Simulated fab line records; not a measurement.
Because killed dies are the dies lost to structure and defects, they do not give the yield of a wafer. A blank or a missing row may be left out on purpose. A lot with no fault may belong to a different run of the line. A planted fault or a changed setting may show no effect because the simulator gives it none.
fab line records    flow sky130
[record] lots = 12  wafers = 36  lastDay = 50
route steps=708 shown LI_CONTACT@374 CONTACT@429 METAL1@434 PAD_OPEN@708
lots with no fault: from the same line, run without faults
startH: start of the lot's first displayed wafer, in hours after the record's first day    waitH: hours elapsed since this lot's preceding step    " same as the row above    L1.1+2: one row covering several wafers at once    - either no value or no given start    * or withheld: withheld    < > ~ a bound
route shown NAME@n: names a module that has steps shown in the file, with the first one's number in the route    usual: mean/standard deviation of fault-free wafers    same: alike in all rows    chamber/n: place in a boat    sites: per-site readings    _std_site: standard deviation of those values    _edge_site: outer sites' mean less inner sites'    radiusMm: for every site, how far away it sits from the centre of the wafer    mask NAME#n: copy n    behind: the tool/chamber that last shaped the wafer    hold: cause of the lot's hold/its duration in hours/its outcome    device: which transistor (n, p or np) failed to switch    end of line: the same wafers' tests at the end of the route    step lacking rows: just its recipe    killed: at the first sort, the dies lost to defects and structure; wafer yield is something else    map: a wafer's dies, x killed, . not, _ none there
set.NAME: setting as actually run; set.NAME@STEP: the setting as run at that earlier step    model.NAME: the simulator's own value behind a step, which no gauge read
a sample of lots followed through the steps of the route, with each step as a table and each wafer as a row
services: the hour from which a tool's chamber was out of use, counted from the record's first day as startH (under 0 if before that day), plus the number of hours and why
[[steps]]
[step SKY_LI_CONTACT_CD_MEAS_12]
[recipe] targetCdNm = 170
[usual] cdNm = 169.8/1.2
lot.wafer  tool      chamber  startH  waitH  cdNm
L667.1     cdSem-02  -        681.42  -      168.1
L667.2     "         -        "       "      169.5
L667.6     "         -        "       "      169.1
L669.1     cdSem-02  -        688.87  -      168.3
L669.3     "         -        "       "      168.7
L669.5     "         -        "       "      169.1
L671.1     cdSem-02  -        690.65  -      171.2
L671.3     "         -        "       "      170.9
L671.5     "         -        "       "      170.4
L680.1     cdSem-02  -        773.35  -      170.0
L680.5     "         -        "       "      169.3
L680.6     "         -        "       "      169.9
L681.2     cdSem-02  -        785.18  -      168.9
L681.4     "         -        "       "      169.0
L681.5     "         -        "       "      168.9
L682.2     cdSem-01  -        791.14  -      169.0
L682.3     "         -        "       "      167.9
L682.5     "         -        "       "      169.2
L685.1     cdSem-02  -        811.50  -      170.3
L685.2     "         -        "       "      172.0
L685.6     "         -        "       "      171.0
L686.1     cdSem-01  -        821.10  -      169.5
L686.4     "         -        "       "      169.8
L686.5     "         -        "       "      169.6
L687.1     cdSem-01  -        824.25  -      170.0
L687.3     "         -        "       "      168.3
L687.6     "         -        "       "      168.3
L688.1     cdSem-02  -        834.86  -      171.1
L688.5     "         -        "       "      170.2
L688.6     "         -        "       "      171.4
L689.2     cdSem-01  -        841.78  -      168.9
L689.4     "         -        "       "      168.2
L689.6     "         -        "       "      167.5
L690.3     cdSem-02  -        858.19  -      169.0
L690.4     "         -        "       "      167.8
L690.5     "         -        "       "      169.2
[step SKY_LI_CONTACT_SPUTTER_20]
[recipe] material = TiN  targetThkNm = 20  chamberPressurePa = 5  powerW = 4000  timeS = 80
[usual] cathodeDcPowerW = 4000.0/0.68  chamberPressurePa = 5.001/0.011  throttleValvePct = 30.1/1
lot.wafer  tool           chamber  startH  waitH  cathodeDcPowerW  chamberPressurePa  throttleValvePct
L667.1     pvdSputter-02  -        682.08  0.0    4000.3           4.998              32.3
L667.2     "              -        "       "      3999.3           4.981              30.1
L667.6     "              -        "       "      4000.7           4.986              28.8
L669.1     pvdSputter-04  -        689.53  0.0    4000.7           5.010              28.9
L669.3     "              -        "       "      4000.0           5.007              29.6
L669.5     "              -        "       "      3999.3           5.003              30.7
L671.1     pvdSputter-03  -        691.31  0.0    3998.8           5.003              30.6
L671.3     "              -        "       "      4000.3           5.025              29.1
L671.5     "              -        "       "      3999.6           5.008              29.4
L680.1     pvdSputter-02  -        774.01  0.0    4000.5           5.006              29.3
L680.5     "              -        "       "      4002.0           5.008              32.2
L680.6     "              -        "       "      3999.0           5.011              30.3
L681.2     pvdSputter-02  -        785.82  0.0    4000.1           5.030              29.3
L681.4     "              -        "       "      3999.8           4.999              30.0
L681.5     "              -        "       "      3998.9           4.993              28.6
L682.2     pvdSputter-04  -        791.78  0.0    4000.1           4.979              31.0
L682.3     "              -        "       "      3999.1           5.010              29.3
L682.5     "              -        "       "      4000.7           4.986              31.2
L685.1     pvdSputter-03  -        812.16  0.0    4000.5           4.991              30.7
L685.2     "              -        "       "      4000.9           4.997              28.9
L685.6     "              -        "       "      3999.9           4.997              29.3
L686.1     pvdSputter-04  -        821.76  0.0    4000.6           5.001              28.7
L686.4     "              -        "       "      3999.3           4.988              31.1
L686.5     "              -        "       "      4000.2           5.012              30.8
L687.1     pvdSputter-03  -        824.91  0.0    4000.4           5.003              31.7
L687.3     "              -        "       "      4000.0           5.014              29.2
L687.6     "              -        "       "      3999.8           4.993              30.5
L688.1     pvdSputter-02  -        835.53  0.0    4000.7           5.000              32.0
L688.5     "              -        "       "      4000.3           4.992              29.5
L688.6     "              -        "       "      3999.6           5.017              30.0
L689.2     pvdSputter-04  -        842.43  0.0    4000.1           5.000              29.1
L689.4     "              -        "       "      4000.2           4.987              29.5
L689.6     "              -        "       "      4001.2           5.003              30.7
L690.3     pvdSputter-04  -        858.83  0.0    4000.2           5.012              30.8
L690.4     "              -        "       "      4000.3           5.010              31.4
L690.5     "              -        "       "      3998.6           5.022              31.3
[step SKY_CONTACT_SPUTTER_23]
[recipe] material = TiN  targetThkNm = 20  chamberPressurePa = 5  powerW = 4000  timeS = 80
[usual] cathodeDcPowerW = 4000.0/0.75  chamberPressurePa = 5.002/0.01  throttleValvePct = 30.4/1.2
lot.wafer  tool           chamber  startH  waitH  cathodeDcPowerW  chamberPressurePa  throttleValvePct
L667.1     pvdSputter-03  -        739.80  0.0    4000.1           4.999              29.0
L667.2     "              -        "       "      4000.3           4.993              29.4
L667.6     "              -        "       "      3999.8           5.023              31.7
L669.1     pvdSputter-01  -        746.99  0.0    4000.2           4.993              32.5
L669.3     "              -        "       "      4000.3           4.997              29.8
L669.5     "              -        "       "      4000.6           4.985              32.6
L671.1     pvdSputter-04  -        749.49  0.0    4000.0           4.990              30.7
L671.3     "              -        "       "      4000.4           5.010              29.2
L671.5     "              -        "       "      4000.2           5.012              29.2
L680.1     pvdSputter-01  -        830.34  0.0    4000.3           5.003              32.3
L680.5     "              -        "       "      3999.2           5.007              29.5
L680.6     "              -        "       "      3999.9           5.008              29.6
L681.2     pvdSputter-03  -        841.16  0.0    4001.3           4.998              29.1
L681.4     "              -        "       "      4000.7           4.991              31.4
L681.5     "              -        "       "      4000.1           4.992              30.7
L682.2     pvdSputter-03  -        846.00  0.0    4001.4           5.009              31.0
L682.3     "              -        "       "      4000.1           5.012              31.5
L682.5     "              -        "       "      3999.6           5.005              30.8
L685.1     pvdSputter-04  -        866.86  0.0    4000.2           4.984              29.0
L685.2     "              -        "       "      3999.8           5.010              29.5
L685.6     "              -        "       "      4000.8           4.997              30.9
L686.1     pvdSputter-04  -        875.75  0.0    4000.3           5.017              31.1
L686.4     "              -        "       "      3998.4           4.999              29.2
L686.5     "              -        "       "      4000.2           4.997              28.9
L687.1     pvdSputter-03  -        879.28  0.0    3998.8           5.005              31.9
L687.3     "              -        "       "      3999.8           5.009              30.7
L687.6     "              -        "       "      3999.8           5.008              29.5
L688.1     pvdSputter-01  -        890.26  0.0    3998.3           5.026              32.3
L688.5     "              -        "       "      4001.8           4.994              32.5
L688.6     "              -        "       "      3999.3           5.008              29.5
L689.2     pvdSputter-03  -        897.40  0.0    3998.9           4.993              29.1
L689.4     "              -        "       "      4000.1           4.998              31.6
L689.6     "              -        "       "      3999.0           4.980              30.6
L690.3     pvdSputter-03  -        912.51  0.0    3999.7           4.998              30.7
L690.4     "              -        "       "      4000.4           5.006              29.4
L690.5     "              -        "       "      4000.1           5.001              29.0
[step SKY_METAL1_SPUTTER_00]
[recipe] material = Ti  targetThkNm = 15  powerW = 3000  timeS = 10  chamberPressurePa = 0.4
[usual] cathodeDcPowerW = 3000.0/0.57  chamberPressurePa = 0.3999/0.00078  throttleValvePct = 30.3/1.3
lot.wafer  tool           chamber  startH  waitH  cathodeDcPowerW  chamberPressurePa  throttleValvePct
L667.1     pvdSputter-01  -        740.46  0.2    3000.8           0.4011             32.3
L667.2     "              -        "       "      3000.4           0.4008             29.3
L667.6     "              -        "       "      2999.8           0.4012             32.4
L669.1     pvdSputter-03  -        747.64  0.2    3001.0           0.4000             30.6
L669.3     "              -        "       "      3000.6           0.3996             29.4
L669.5     "              -        "       "      2999.4           0.3996             29.1
L671.1     pvdSputter-03  -        750.14  0.1    3000.8           0.4009             30.9
L671.3     "              -        "       "      3000.9           0.3998             31.6
L671.5     "              -        "       "      3000.9           0.4005             30.9
L680.1     pvdSputter-03  -        830.99  0.1    -                -                  -
L680.5     "              -        "       "      -                -                  -
L680.6     "              -        "       "      -                -                  -
L681.2     pvdSputter-02  -        841.84  0.1    -                -                  -
L681.4     "              -        "       "      -                -                  -
L681.5     "              -        "       "      -                -                  -
L682.2     pvdSputter-01  -        846.65  0.2    -                -                  -
L682.3     "              -        "       "      -                -                  -
L682.5     "              -        "       "      -                -                  -
L685.1     pvdSputter-03  -        867.55  0.1    2999.5           0.3992             30.7
L685.2     "              -        "       "      2998.9           0.4000             31.5
L685.6     "              -        "       "      2999.8           0.4004             29.0
L686.1     pvdSputter-01  -        876.46  0.2    2999.8           0.4005             29.9
L686.4     "              -        "       "      3000.2           0.4005             32.3
L686.5     "              -        "       "      2999.8           0.3991             32.6
L687.1     pvdSputter-02  -        879.93  0.2    3000.0           0.4000             28.6
L687.3     "              -        "       "      2999.2           0.4009             30.3
L687.6     "              -        "       "      2999.5           0.4001             28.4
L688.1     pvdSputter-01  -        890.91  0.2    3000.5           0.4012             29.4
L688.5     "              -        "       "      2999.3           0.4000             32.5
L688.6     "              -        "       "      2999.4           0.3991             29.7
L689.2     pvdSputter-02  -        898.05  0.2    2999.6           0.4001             28.5
L689.4     "              -        "       "      3000.0           0.4005             29.5
L689.6     "              -        "       "      3000.1           0.3989             28.7
L690.3     pvdSputter-03  -        913.16  0.2    3000.1           0.3991             31.5
L690.4     "              -        "       "      2999.5           0.3988             29.1
L690.5     "              -        "       "      2999.2           0.4005             31.5
[step SKY_PAD_OPEN_PROBE_99]
[usual] defectLimitedYield = 82.6/2  killed_at_M0_to_M3 = 43/7.1  killed_at_M4_up = 3.0/1.9  killedAtContacts = 24/5  killedAtFrontEnd = 15/4.3  killedAtOther = 0.3/0.5  killedDies = 85/9.6  killedOpen = 46/7.1  killedShort = 39/6.8  sort_bin_3_pad_short = 0.9/0.42  sort_bin_5_function = 10.2/1.4  sort_bin_6_memory = 6.3/1.2  sortNPass = 407/9.6  sortYieldPct = 82.6/2
[same] grossDies = 492  killedAtBackSide = 0  sort_bin_4_leakage[%] = 0  sort_bin_8_speed[%] = 0
lot.wafer  tool       chamber  startH   waitH  defectLimitedYield[%]  killed_at_M0_to_M3  killed_at_M4_up  killedAtContacts  killedAtFrontEnd  killedAtOther  killedDies  killedOpen  killedShort  sort_bin_3_pad_short[%]  sort_bin_5_function[%]  sort_bin_6_memory[%]  sortNPass  sortYieldPct[%]
L669.1     prober-02  -        1083.98  0.1    83.1                   50                  1                19                13                0              83          48          35           0.4                      10.4                    6.1                   409        83.1
L669.3     prober-02  -        1084.08  0.2    81.7                   44                  0                29                17                0              90          50          40           0.8                      9.8                     7.7                   402        81.7
L669.5     prober-02  -        1084.18  0.2    82.3                   49                  1                22                15                0              87          58          29           0.4                      10.8                    6.5                   405        82.3
L681.2     prober-01  -        1152.98  0.1    82.1                   42                  3                25                18                0              88          58          30           0.6                      10.2                    7.1                   404        82.1
L681.4     prober-01  -        1153.08  0.2    80.5                   41                  5                25                25                0              96          55          41           1.4                      11.4                    6.7                   396        80.5
L681.5     prober-01  -        1153.13  0.2    84.3                   38                  5                26                8                 0              77          39          38           0.6                      8.7                     6.3                   415        84.3
L685.1     prober-02  -        1172.10  0.1    80.1                   50                  3                21                24                0              98          53          45           1.8                      9.3                     8.7                   394        80.1
L685.2     prober-02  -        1172.15  0.1    83.1                   36                  5                23                19                0              83          44          39           1.2                      10.2                    5.5                   409        83.1
L685.6     prober-02  -        1172.35  0.2    85.2                   34                  4                21                14                0              73          55          18           0.4                      8.9                     5.5                   419        85.2
L686.1     prober-02  -        1173.85  0.1    81.9                   40                  3                32                14                0              89          50          39           0.6                      12.0                    5.5                   403        81.9
L686.4     prober-02  -        1174.00  0.2    80.9                   51                  3                26                14                0              94          45          49           1.2                      12.4                    5.5                   398        80.9
L686.5     prober-02  -        1174.05  0.2    82.7                   50                  3                18                14                0              85          41          44           1.6                      9.1                     6.5                   407        82.7
// killed by level:class
L669.1 VIA1:geometricParticle:open=15 VIA3:geometricParticle:open=9 CONTACT:geometricParticle:short=7 VIA1:geometricParticle:short=7 CONTACT:geometricParticle:open=5 LI_CONTACT:geometricParticle:open=4 METAL3:geometricParticle:short=4 FIELD_ISO:geometricParticle:open=3
L669.3 CONTACT:geometricParticle:open=8 VIA1:geometricParticle:open=8 CONTACT:geometricParticle:short=7 VIA1:geometricParticle:short=7 FIELD_ISO:geometricParticle:open=6 LI_CONTACT:geometricParticle:open=6 LOCAL_INTERCONNECT:geometricParticle:short=6 METAL1:geometricParticle:short=6
L669.5 VIA1:geometricParticle:open=14 CONTACT:geometricParticle:open=10 VIA1:geometricParticle:short=10 LI_CONTACT:geometricParticle:open=8 VIA3:geometricParticle:open=7 VIA2:geometricParticle:open=6 POLY_GATE:geometricParticle:short=4 METAL2:geometricParticle:short=4
L681.2 CONTACT:geometricParticle:open=12 VIA1:geometricParticle:open=11 VIA3:geometricParticle:open=9 LI_CONTACT:geometricParticle:open=7 METAL1:geometricParticle:short=6 FIELD_ISO:geometricParticle:short=5 VIA1:geometricParticle:short=4 VIA2:geometricParticle:open=4
L681.4 CONTACT:geometricParticle:open=13 FIELD_ISO:geometricParticle:open=10 METAL2:geometricParticle:short=9 VIA3:geometricParticle:open=7 POLY_GATE:geometricParticle:open=5 FIELD_ISO:geometricParticle:short=4 LI_CONTACT:geometricParticle:short=4 LI_CONTACT:geometricParticle:open=4
L681.5 CONTACT:geometricParticle:open=9 VIA2:geometricParticle:open=8 VIA3:geometricParticle:open=8 CONTACT:geometricParticle:short=7 METAL2:geometricParticle:short=6 VIA1:geometricParticle:open=5 LI_CONTACT:geometricParticle:open=4 LOCAL_INTERCONNECT:geometricParticle:short=4
L685.1 VIA1:geometricParticle:open=10 FIELD_ISO:geometricParticle:open=8 VIA3:geometricParticle:open=7 CONTACT:geometricParticle:open=7 METAL1:geometricParticle:short=7 VIA1:geometricParticle:short=7 VIA2:geometricParticle:open=6 POLY_GATE:geometricParticle:open=5
L685.2 VIA2:geometricParticle:open=7 FIELD_ISO:geometricParticle:open=6 CONTACT:geometricParticle:open=6 LI_CONTACT:geometricParticle:short=5 CONTACT:geometricParticle:short=5 LOCAL_INTERCONNECT:geometricParticle:short=5 POLY_GATE:geometricParticle:open=4 METAL2:geometricParticle:open=4
L685.6 CONTACT:geometricParticle:open=11 VIA3:geometricParticle:open=8 VIA1:geometricParticle:open=8 VIA2:geometricParticle:open=8 LI_CONTACT:geometricParticle:open=6 FIELD_ISO:geometricParticle:open=5 POLY_GATE:geometricParticle:short=5 POLY_GATE:geometricParticle:open=2
L686.1 VIA1:geometricParticle:open=14 CONTACT:geometricParticle:open=11 VIA2:geometricParticle:open=9 LOCAL_INTERCONNECT:geometricParticle:short=8 LI_CONTACT:geometricParticle:open=6 LI_CONTACT:geometricParticle:short=6 POLY_GATE:geometricParticle:open=5 METAL2:geometricParticle:short=5
L686.4 VIA1:geometricParticle:open=11 VIA1:geometricParticle:short=9 LOCAL_INTERCONNECT:geometricParticle:short=8 LI_CONTACT:geometricParticle:open=7 VIA2:geometricParticle:open=7 CONTACT:geometricParticle:open=6 VIA2:geometricParticle:short=6 POLY_GATE:geometricParticle:short=5
L686.5 METAL1:geometricParticle:short=7 VIA1:geometricParticle:short=7 VIA3:geometricParticle:open=7 FIELD_ISO:geometricParticle:short=6 VIA1:geometricParticle:open=6 METAL2:geometricParticle:short=6 VIA2:geometricParticle:open=5 LI_CONTACT:geometricParticle:open=5
[[services]]
tool           chamber  startH  hours  kind
pvdSputter-03  -        699.42  7.7    repair
pvdSputter-03  -        733.18  5.5    repair
pvdSputter-04  -        743.47  5.6    repair
pvdSputter-01  -        747.98  4.6    repair
pvdSputter-01  -        756.17  1.2    repair
pvdSputter-03  -        771.11  24.2   repair
pvdSputter-02  -        889.91  4.1    repair
pvdSputter-04  -        892.50  49.8   repair
pvdSputter-04  -        897.15  8.2    repair
pvdSputter-01  -        906.83  1.0    repair
[[key]]
[firstSign] step = SKY_METAL1_SPUTTER_00  reading = toolRecord  direction = missing
effect none on later readings
metAt SKY_METAL1_SPUTTER_00
struckLots L680,L681,L682
notActingAt SKY_LI_CONTACT_CD_MEAS_12,SKY_LI_CONTACT_SPUTTER_20,SKY_CONTACT_SPUTTER_23
onsetBetween 750.14 830.99
[fault] kind = skippedStepWhole  tool = pvdSputter-01,pvdSputter-02,pvdSputter-03  chamber = -  onsetH = 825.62  steps = SKY_METAL1_SPUTTER_00  scope = struckLotsOnly
